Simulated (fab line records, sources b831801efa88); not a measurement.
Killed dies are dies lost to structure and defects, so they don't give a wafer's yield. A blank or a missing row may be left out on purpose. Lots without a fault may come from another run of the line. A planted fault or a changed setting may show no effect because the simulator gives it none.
A struck lot beside a sound one | flow sfq_line | 26 steps out of a route of 325
Sound: wafers L706.2, L706.5, L706.6. Struck: wafer L717.5. (L717.1, L717.6 of the same lot were not struck and are left out.) The cause comes at the end.
At each step with rows: each side's tool, then ch and its chambers, then its first start. Under that, the readings that differ: sound wafers | struck wafers | difference of the means | sigmas: that difference in standard deviations of wafers without a fault.
alike: readings whose means differ by less than 2 such deviations, and words and numbers that are the same on both sides. not compared: withheld readings, readings that some wafer has no value for, bounds like >300 that may hide the same value, and numbers for which the record gives no deviation and whose values overlap.
The two part at a step that has a row with sigmas, a row that says differs or no value, or rows on one side only. Numbers that don't overlap but have no deviation are shown without sigmas and don't part them. A reading that every wafer of one side lacks parts them only if that side has two wafers or more.

SFQ_L0_RS_MEAS_901: measures by four-point-probe.
  sound on film_metro-04, day 1 22:35; struck on film_metro-03, day 4 05:34
  alike: L0_MONX_KI_RS
SFQ_L0_THK_MEAS_902: measures by xrf.
  sound on film_metro-04, day 1 22:41; struck on film_metro-03, day 4 05:41
  alike: L0_MONX_KI_THK
then, 6 steps without rows for these wafers: SFQ_TRILAYER_L0_LITHO_COAT_010 (resist thk 62 nm); SFQ_TRILAYER_L0_LITHO_COAT_005 (resist thk 600 nm); SFQ_TRILAYER_L0_LITHO_SOFTBAKE_009; SFQ_TRILAYER_L0_LITHO_EXPOSE_006 (exposes mask L0, target cd 2000 nm); SFQ_TRILAYER_L0_LITHO_PEB_008 (peb time 60 s); SFQ_TRILAYER_L0_LITHO_DEVELOP_007 (time 60 s).
-- the record jumps here: 3 days lie between the struck wafers' starts before and after --
SFQ_TRILAYER_L0_BARC_OPEN_METAL_ETCH_010: etches BARC in O2, target depth 125 nm, time 41.7 s.
  sound on rie_metal-01 ch 0,1, day 4 19:13; struck on rie_metal-02 ch 1, day 7 09:00
  alike: drypump_motor_current_A, oes_product_au
  not compared: rf_hours_counter_h
SFQ_TRILAYER_L0_ETCH_METAL_ETCH_008: etches MoNx KI in SF6/O2, stops on SiO2, target depth 50 nm, time 25 s.
  sound on rie_metal-01 ch 0,1, day 4 19:16; struck on rie_metal-02 ch 1, day 7 09:04
  alike: drypump_motor_current_A, oes_product_au
  not compared: rf_hours_counter_h
then, 2 steps without rows for these wafers: SFQ_TRILAYER_L0_STRIP_STRIP_009 (strips in O2); SFQ_TRILAYER_L0_STRIP_SOLV_CLEAN_010 (cleans in NMP, time 600 s).
SFQ_TRILAYER_L0_CAP_PECVD_011: deposits SiO2 from SiH4/N2O, time 13.333 s, target thk 60 nm.
  sound on pecvd-04 ch 0,2, day 4 20:06; struck on pecvd-03 ch 0, day 7 10:04
  reading                                             | sound           | struck | difference | sigmas
  model.SiO2_of_TRILAYER_L0_CAP_PECVD_011.thk_nm (nm) | 60.3 60.6 60.58 | 55.73  | -4.76      |
  alike: heater_power_w, throttle_valve_pct
then, 6 steps without rows for these wafers: SFQ_TRILAYER_L0_VIA_LITHO_COAT_018 (resist thk 62 nm); SFQ_TRILAYER_L0_VIA_LITHO_COAT_013 (resist thk 650 nm); SFQ_TRILAYER_L0_VIA_LITHO_SOFTBAKE_017; SFQ_TRILAYER_L0_VIA_LITHO_EXPOSE_014 (exposes mask L0V, target cd 700 nm); SFQ_TRILAYER_L0_VIA_LITHO_PEB_016 (peb time 60 s); SFQ_TRILAYER_L0_VIA_LITHO_DEVELOP_015 (time 60 s).
-- the record jumps here: 4 days lie between the struck wafers' starts before and after --
SFQ_L0V_OVL_MEAS_903:
  sound on overlay-01, day 8 00:23; struck on overlay-02, day 10 23:46
  alike: L0V_OVL
SFQ_TRILAYER_L0_VIA_BARC_OPEN_VIA_ETCH_021: etches BARC in O2, target depth 125 nm, time 41.7 s.
  sound on rie_diel-02 ch 0,3, day 8 00:25; struck on rie_diel-02 ch 3, day 10 23:48
  alike: drypump_motor_current_A, oes_product_au
  not compared: rf_hours_counter_h
SFQ_TRILAYER_L0_VIA_ETCH_VIA_ETCH_016: etches SiO2 in CHF3, stops on MoNx KI, target depth 80 nm.
  sound on rie_diel-02 ch 0,3, day 8 00:28; struck on rie_diel-02 ch 3, day 10 23:50
  reading                         | sound             | struck | difference | sigmas
  oes_product_au (a.u.)           | 0.849 0.841 0.844 | 0.816  | -0.029     | -4
  model.etch.depth_nm (nm)        | 60.3 60.6 60.58   | 55.73  | -4.76      |
  model.L0V.feature_depth_nm (nm) | 60.3 60.6 60.58   | 55.73  | -4.76      |
  alike: drypump_motor_current_A
SFQ_TRILAYER_L0_VIA_STRIP_STRIP_017: strips in O2.
  sound on rie_metal-03 ch 1, day 8 00:43; struck on rie_metal-04 ch 0, day 10 23:53
  reading               | sound             | struck | difference | sigmas
  oes_product_au (a.u.) | 0.978 0.972 0.975 | 1.004  | +0.029     | +3
  alike: drypump_motor_current_A
  not compared: rf_hours_counter_h
then, 1 step without rows for these wafers: SFQ_TRILAYER_L0_VIA_STRIP_SOLV_CLEAN_018 (cleans in NMP, time 600 s).
SFQ_TRILAYER_M0_DEP_PRE_CLEAN_020: time 15 s.
  sound on pvd_sputter-05, day 8 01:53; struck on pvd_sputter-04, day 11 00:40
  reading                                             | sound            | struck | difference | sigmas
  model.SiO2_of_TRILAYER_L0_CAP_PECVD_011.thk_nm (nm) | 55.3 55.61 55.58 | 50.73  | -4.77      |
  alike: bias_v
SFQ_TRILAYER_M0_DEP_SPUTTER_019: material Nb, target thk 200 nm, time 133.3 s.
  sound on pvd_sputter-05, day 8 01:55; struck on pvd_sputter-04, day 11 00:41
  alike: cathode_dc_power_W, throttle_valve_pct

WHERE THEY PART
First at SFQ_TRILAYER_L0_VIA_ETCH_VIA_ETCH_016; last, within this record, at SFQ_TRILAYER_L0_VIA_STRIP_STRIP_017. Later steps at which nothing parts them and some readings are alike: SFQ_TRILAYER_M0_DEP_PRE_CLEAN_020, SFQ_TRILAYER_M0_DEP_SPUTTER_019.

WHY: what the simulator had put in
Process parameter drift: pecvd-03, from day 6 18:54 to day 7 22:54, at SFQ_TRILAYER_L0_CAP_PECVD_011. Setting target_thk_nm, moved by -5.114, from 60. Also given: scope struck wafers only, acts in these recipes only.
